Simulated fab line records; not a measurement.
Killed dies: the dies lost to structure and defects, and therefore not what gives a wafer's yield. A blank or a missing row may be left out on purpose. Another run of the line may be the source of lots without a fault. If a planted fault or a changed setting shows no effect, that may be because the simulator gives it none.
Which tool was responsible? ; flow sky130 ; 39 wafers from 13 lots sampled at 6 of the route's 708 steps

== WHAT EACH GAUGE READ, for each wafer ==
SKY_LDD_LDN_TW_MEAS_13.
lot;measured;on;LDD_LDN_TW
L398;day 22 19:43;film-metro-02;1463 1458 1461
L402;day 25 04:32;film-metro-04;1477 1474 1481
L400;day 25 07:31;film-metro-03;1489 1487 1497
L401;day 25 07:48;film-metro-04;1478 1473 1481
L405;day 25 20:37;film-metro-02;1459 1460 1462
L407;day 27 10:37;film-metro-03;1486 1490 1488
L413;day 28 10:30;film-metro-03;1491 1496 1490
L415;day 29 00:57;film-metro-03;1488 1492 1493
L417;day 29 13:34;film-metro-03;1496 1490 1487
L416;day 29 16:43;film-metro-04;1471 1467 1482
L418;day 29 18:06;film-metro-02;1464 1460 1465
L419;day 30 11:17;film-metro-02;1482 1473 1472
L420;day 30 11:26;film-metro-04;1477 1481 1488

SKY_SD_N_CD_MEAS_07: the cd target is 380 nm.
lot;measured;on;cd-nm (nm)
L398;day 27 19:48;cd-sem-01;381 382 380
L402;day 30 03:22;cd-sem-02;423 421 424
L400;day 30 05:50;cd-sem-02;385 385 385
L401;day 30 07:13;cd-sem-01;421 419 418
L405;day 30 17:26;cd-sem-02;379 377 375
L407;day 32 04:07;cd-sem-02;380 378 378
L413;day 33 02:22;cd-sem-02;382 380 380
L415;day 33 16:22;cd-sem-01;382 382 381
L417;day 34 04:27;cd-sem-02;378 379 380
L416;day 34 07:35;cd-sem-02;382 382 382
L418;day 34 09:10;cd-sem-01;376 378 375
L419;day 35 00:04;cd-sem-01;387 385 386
L420;day 35 01:49;cd-sem-01;384 381 383

SKY_SD_N_OVL_MEAS_08.
lot;measured;on;SD_N_OVL (nm)
L398;day 27 19:53;overlay-01;0.3 0.9 0.4
L402;day 30 03:29;overlay-02;-1.0 -0.1 0.7
L400;day 30 05:56;overlay-01;2.8 0.9 2.0
L401;day 30 07:20;overlay-02;-1.1 -0.2 0.6
L405;day 30 17:32;overlay-01;-0.8 -1.1 -1.2
L407;day 32 04:11;overlay-02;2.1 0.0 2.7
L413;day 33 02:29;overlay-01;1.0 0.6 2.8
L415;day 33 16:29;overlay-02;0.5 -1.1 0.7
L417;day 34 04:32;overlay-02;0.6 1.9 2.0
L416;day 34 07:41;overlay-02;0.5 0.7 -1.0
L418;day 34 09:17;overlay-02;0.8 0.6 0.6
L419;day 35 00:11;overlay-01;-1.1 -0.1 -1.7
L420;day 35 01:56;overlay-02;1.2 0.2 0.5

SKY_LI_CONTACT_THK_MEAS_01.
lot;measured;on;LI_CONTACT_HDPCVD_THK (nm)
L398;day 27 21:06;film-metro-03;930 940 931
L402;day 30 04:52;film-metro-03;928 937 943
L400;day 30 07:09;film-metro-01;953 931 938
L401;day 30 08:31;film-metro-01;946 941 955
L405;day 30 18:45;film-metro-01;931 938 931
L407;day 32 05:25;film-metro-01;926 917 942
L413;day 33 03:41;film-metro-01;935 941 933
L415;day 33 17:41;film-metro-01;927 938 945
L417;day 34 05:45;film-metro-04;936 928 931
L416;day 34 08:54;film-metro-03;944 951 937
L418;day 34 10:29;film-metro-01;939 927 924
L419;day 35 01:23;film-metro-04;927 922 933
L420;day 35 03:08;film-metro-04;923 927 935

== WHICH TOOL RAN EACH LOT (tool, then ch and the chambers of the sampled wafers, then the start) ==
lot;SKY_SD_N_COAT_02;SKY_SD_N_STRIP_11
L398;litho-track-03 ch 0, day 27 05:28;plasma-asher-04 ch 0,1, day 27 20:15
L402;litho-track-03 ch 0, day 29 13:04;plasma-asher-04 ch 0,1, day 30 03:49
L400;litho-track-04 ch 0, day 29 16:02;plasma-asher-02 ch 0,1, day 30 06:16
L401;litho-track-03 ch 0, day 29 17:07;plasma-asher-04 ch 0,1, day 30 07:40
L405;litho-track-01 ch 0, day 30 04:05;plasma-asher-03 ch 0,1, day 30 17:52
L407;litho-track-01 ch 0, day 31 14:44;plasma-asher-02 ch 0,1, day 32 04:33
L413;litho-track-03 ch 0, day 32 13:28;plasma-asher-02 ch 0, day 33 02:49
L415;litho-track-03 ch 0, day 33 02:31;plasma-asher-04 ch 0,1, day 33 16:49
L417;litho-track-04 ch 0, day 33 15:10;plasma-asher-04 ch 0,1, day 34 04:54
L416;litho-track-04 ch 0, day 33 18:50;plasma-asher-02 ch 0,1, day 34 08:01
L418;litho-track-03 ch 0, day 33 20:19;plasma-asher-02 ch 0,1, day 34 09:37
L419;litho-track-04 ch 0, day 34 10:19;plasma-asher-02 ch 0,1, day 35 00:31
L420;litho-track-04 ch 0, day 34 11:43;plasma-asher-03 ch 0,1, day 35 02:16
- SKY_SD_N_COAT_02: resist thk 1140 nm.
- SKY_SD_N_STRIP_11: strips in O2/N2.

== WHAT THE TOOLS THEMSELVES READ (means of the sampled wafers that have a number; where no wafer has one, the mark that the record gives instead) ==
SKY_SD_N_STRIP_11.
lot;tool;drypump-motor-current-A (A);oes-product-au (a.u.);strip-time-to-endpoint-s (s)
L398;plasma-asher-04;5.9;0.528;22.54
L402;plasma-asher-04;5.8;0.480;18.54
L400;plasma-asher-02;5.2;0.530;22.54
L401;plasma-asher-04;5.5;0.486;18.55
L405;plasma-asher-03;6.0;0.531;22.60
L407;plasma-asher-02;5.2;0.527;22.58
L413;plasma-asher-02;5.0;0.527;22.55
L415;plasma-asher-04;5.9;0.529;22.53
L417;plasma-asher-04;5.9;0.524;22.62
L416;plasma-asher-02;5.2;0.527;22.55
L418;plasma-asher-02;5.2;0.530;22.52
L419;plasma-asher-02;5.3;0.527;22.58
L420;plasma-asher-03;6.0;0.526;22.53

== THE ANSWER, worked out from the rows above alone ==
Rule: what is usual is taken from the lots themselves. Put in order of their means at a reading, lots are off if they are a third of the lots or fewer, leave a main group of 4 or more, and stand apart from it by a gap of 3 or more times the standard deviation of the main group's means; of several such gaps the widest counts. A main group whose means are all the same, to the digits that the tables above print for the reading, isn't used. Also off: a lot with no number at a reading for which 4 or more lots have one. Where the step has rows for the other lots, those lots are counted as sound. The gauges are gone through in route order, then the tools' own readings, and for those a lot's mean is taken as printed above. At the first step where some lot is off, the reading lying furthest off is the one used; lots without a number count as furthest.
Off, at SKY_SD_N_CD_MEAS_07 on cd-nm: L402, L401. Mean 381 nm and standard deviation 2.9 in the main group.
A tool fits if, at a process step before that reading, it ran every lot that is off, and no sound lot after the first of them. Not tried: the gauges at SKY_SD_N_CD_MEAS_07; whatever is off there is also off at SKY_SD_N_STRIP_11, on other tools, and gauge error can't account for it. Of those tried, none fits.

== WHAT THE SIMULATOR HAD INSERTED ==
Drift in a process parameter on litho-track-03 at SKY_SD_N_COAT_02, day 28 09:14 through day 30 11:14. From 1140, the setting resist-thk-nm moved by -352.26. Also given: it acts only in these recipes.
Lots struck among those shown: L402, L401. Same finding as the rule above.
